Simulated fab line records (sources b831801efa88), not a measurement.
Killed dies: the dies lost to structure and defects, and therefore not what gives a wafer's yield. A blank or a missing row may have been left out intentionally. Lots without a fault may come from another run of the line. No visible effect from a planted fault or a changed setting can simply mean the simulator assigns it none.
Check of tool commonality ; flow gf180mcu ; 39 wafers sampled across 13 lots

## WHAT PROMPTED THE OPENING
GF_SALICIDE_RS_MEAS_04, reading SALICIDE_TIN_RS: flagged on 2 of 13 lots. Fault-free wafers read 16.29 ohm/sq, with a standard deviation of 0.3.
Rule: a lot is flagged when every wafer of it that has a number lies more than 4 standard deviations from that mean, or none has a number. All remaining lots are regarded as sound.

lot;measured;on;SALICIDE_TIN_RS (ohm/sq), wafer by wafer;flag
L919;day 15 06:27;film metro-02;16.19 16.39 16.51;
L920;day 15 12:36;film metro-01;16.56 16.38 16.51;
L921;day 15 23:48;film metro-02;16.27 16.76 16.10;
L922;day 16 06:43;film metro-01;16.07 15.87 16.08;
L924;day 17 02:17;film metro-03;15.97 16.01 16.11;
L925;day 17 07:19;film metro-01;15.95 15.80 15.77;
L926;day 17 21:14;film metro-02;16.41 16.64 16.48;
L931;day 19 17:55;film metro-01;16.42 16.55 16.09;
L934;day 20 22:02;film metro-02;14.96 14.86 14.97;FLAGGED
L935;day 21 08:13;film metro-02;16.45 16.46 16.50;
L936;day 21 14:07;film metro-02;14.79 14.78 14.70;FLAGGED
L937;day 21 19:14;film metro-01;15.93 15.88 15.96;
L940;day 22 23:10;film metro-01;15.98 16.11 15.98;
Average over the flagged lots: 14.84 ohm/sq; offset from the usual -1.45 ohm/sq, equal to -5 standard deviations.

## LOT BY LOT: THE TOOL USED
The record holds 2 process steps before the reading, out of a route of 602 steps. Cell contents, in order: the tool; ch with the chambers the sampled wafers went through; the start.
lot;flag;GF_HV_LDD_STRIP_37;GF_SALICIDE_SPUTTER_02
L919;;plasma asher-03 ch 0,1, day 11 15:53;pvd sputter-02, day 15 06:20
L920;;plasma asher-01 ch 0,1, day 11 21:59;pvd sputter-04, day 15 12:33
L921;;plasma asher-03 ch 0,1, day 12 06:26;pvd sputter-03, day 15 23:43
L922;;plasma asher-03 ch 0,1, day 12 12:05;pvd sputter-02, day 16 06:40
L924;;plasma asher-01 ch 0,1, day 13 07:02;pvd sputter-03, day 17 02:14
L925;;plasma asher-03 ch 0,1, day 13 11:53;pvd sputter-02, day 17 07:15
L926;;plasma asher-04 ch 0,1, day 13 23:06;pvd sputter-03, day 17 21:11
L931;;plasma asher-03 ch 0,1, day 15 15:38;pvd sputter-02, day 19 17:50
L934;FLAGGED;plasma asher-04 ch 0,1, day 16 16:51;pvd sputter-04, day 20 21:57
L935;;plasma asher-01 ch 0,1, day 17 02:21;pvd sputter-02, day 21 08:10
L936;FLAGGED;plasma asher-01 ch 0,1, day 17 08:10;pvd sputter-04, day 21 14:02
L937;;plasma asher-01 ch 0,1, day 17 13:58;pvd sputter-02, day 21 19:11
L940;;plasma asher-01 ch 0,1, day 18 16:01;pvd sputter-02, day 22 23:07
These steps, and what they do:
- GF_HV_LDD_STRIP_37: strips in O2/N2.
- GF_SALICIDE_SPUTTER_02: material Co, target thk 10 nm, time 20 s.
- GF_SALICIDE_RS_MEAS_04: measures by four-point-probe.

## FLAGGED AGAINST TOTAL, ONE TOOL AT A TIME (gauges that did the reading follow at the end)
step;tool;lots run;flagged;share of the flagged lots;sound lots run after its first flagged lot
GF_HV_LDD_STRIP_37;plasma asher-01;6;1;some;2 (L937,L940)
GF_HV_LDD_STRIP_37;plasma asher-03;5;0;none;-
GF_HV_LDD_STRIP_37;plasma asher-04;2;1;some;0
GF_SALICIDE_SPUTTER_02;pvd sputter-02;7;0;none;-
GF_SALICIDE_SPUTTER_02;pvd sputter-03;3;0;none;-
GF_SALICIDE_SPUTTER_02;pvd sputter-04;3;2;all;0
GF_SALICIDE_RS_MEAS_04;film metro-01;6;0;none;-
GF_SALICIDE_RS_MEAS_04;film metro-02;6;2;all;1 (L935)
GF_SALICIDE_RS_MEAS_04;film metro-03;1;0;none;-

## WHAT THE TABLE PERMITS
2 rows of the table ran every flagged lot: pvd sputter-04 at GF_SALICIDE_SPUTTER_02, film metro-02 at GF_SALICIDE_RS_MEAS_04.
- pvd sputter-04 at GF_SALICIDE_SPUTTER_02 ran 3 lots, 2 of them flagged. A fault beginning between L920 (day 15 12:33), its last sound lot, and L934 (day 20 21:57), its first flagged one, fits the data.
- film metro-02 at GF_SALICIDE_RS_MEAS_04 ran 6 lots, 2 of them flagged. Sound lots followed the first flagged one (L935) on it, something a lasting fault affecting the whole tool could not allow.
Just one tool remains: pvd sputter-04 at GF_SALICIDE_SPUTTER_02.

## WHAT THE SIMULATOR PUT IN
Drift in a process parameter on pvd sputter-04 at GF_SALICIDE_SPUTTER_02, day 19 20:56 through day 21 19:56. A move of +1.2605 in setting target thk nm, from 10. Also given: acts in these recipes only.
Lots struck among those shown: L934, L936. The rule above found the same.
